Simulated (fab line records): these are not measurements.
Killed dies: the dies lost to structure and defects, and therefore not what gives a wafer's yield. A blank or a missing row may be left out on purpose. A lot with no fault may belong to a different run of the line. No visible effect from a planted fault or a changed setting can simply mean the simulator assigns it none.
Which tool was responsible? ; flow sfq-line ; 6 lots, 18 wafers sampled, at 5 steps of a route of 325

== WHAT THE GAUGES SHOWED, per wafer ==
SFQ_M8_RS_MEAS_949: a four-point-probe measurement.
lot;measured;on;M8_AU_RS (ohm/sq)
L300;day 75 14:52;film-metro-04;0.1523 0.1566 0.1549
L302;day 75 18:29;film-metro-03;0.1506 0.1532 0.1499
L306;day 84 19:18;film-metro-03;0.1520 0.1559 0.1544
L310;day 85 05:53;film-metro-03;0.1723 0.1544 0.1729
L315;day 85 22:40;film-metro-03;0.1575 0.1537 0.1567
L319;day 87 03:19;film-metro-04;0.1519 0.1528 0.1498

== WHAT TOOL EACH LOT RAN ON (gives the tool, then ch and the chambers of the sampled wafers, and finally the start) ==
lot;SFQ_TRILAYER_R5_STRIP_STRIP_140;SFQ_TRILAYER_M6_STRIP_STRIP_163;SFQ_TRILAYER_I6_DEP_PECVD_165;SFQ_TRILAYER_M8_DEP_EVAP_196
L300;rie-metal-03 ch 0,1, day 61 12:44;rie-metal-01 ch 0,1, day 66 02:34;pecvd-04 ch 1,2, day 66 03:21;pvd-sputter-02, day 75 14:20
L302;rie-metal-02 ch 0,1, day 62 01:56;rie-metal-01 ch 0,1, day 66 13:22;pecvd-04 ch 0,1, day 66 14:09;pvd-sputter-02, day 75 17:56
L306;rie-metal-03 ch 0,1, day 68 16:46;rie-metal-04 ch 0, day 79 20:05;pecvd-03 ch 0,1, day 79 20:52;pvd-sputter-01, day 84 18:46
L310;rie-metal-01 ch 0, day 69 05:50;rie-metal-04 ch 1, day 80 21:04;pecvd-03 ch 0,2, day 80 22:27;pvd-sputter-01, day 85 05:23
L315;rie-metal-03 ch 0,1, day 69 22:52;rie-metal-04 ch 0,1, day 81 19:41;pecvd-04 ch 0,1, day 81 20:28;pvd-sputter-02, day 85 22:08
L319;rie-metal-01 ch 0,1, day 71 02:08;rie-metal-01 ch 0,1, day 82 10:32;pecvd-04 ch 1,2, day 82 11:19;pvd-sputter-02, day 87 02:46
- SFQ_TRILAYER_R5_STRIP_STRIP_140: strips in O2.
- SFQ_TRILAYER_M6_STRIP_STRIP_163: strips in O2.
- SFQ_TRILAYER_I6_DEP_PECVD_165: deposits SiO2 from SiH4/N2O, time 111.11 s, target thk 500 nm.
- SFQ_TRILAYER_M8_DEP_EVAP_196: material Au, target thk 180 nm, time 900 s.

== THE ANSWER, worked out from the rows above alone ==
Rule: the usual values come from the lots themselves. The widest of any qualifying gaps counts: lots, ordered by their means at a reading, are off when they make up no more than a third of the lots, leave a main group of 4 or more, and stand apart from it by 3 or more times the standard deviation of that group's means. A main group whose means are all the same, to the digits that the tables above print for the reading, isn't used. A lot without any number at a reading at which 4 lots or more have one is off too. Where the step has rows for the other lots, those lots are counted as sound.
Off: L310, seen at SFQ_M8_RS_MEAS_949 (M8_AU_RS). The main group has a mean of 0.1535 ohm/sq with a standard deviation of 0.0018.
A tool fits if, at a process step before that reading, it ran every lot that is off, and no sound lot after the first of them. Those tools and the gauges at SFQ_M8_RS_MEAS_949 are tried in the same way. This does not decide it: 2 tools fit, namely pecvd-03 at SFQ_TRILAYER_I6_DEP_PECVD_165 and pvd-sputter-01 at SFQ_TRILAYER_M8_DEP_EVAP_196.

== WHAT THE SIMULATOR HAD INSERTED ==
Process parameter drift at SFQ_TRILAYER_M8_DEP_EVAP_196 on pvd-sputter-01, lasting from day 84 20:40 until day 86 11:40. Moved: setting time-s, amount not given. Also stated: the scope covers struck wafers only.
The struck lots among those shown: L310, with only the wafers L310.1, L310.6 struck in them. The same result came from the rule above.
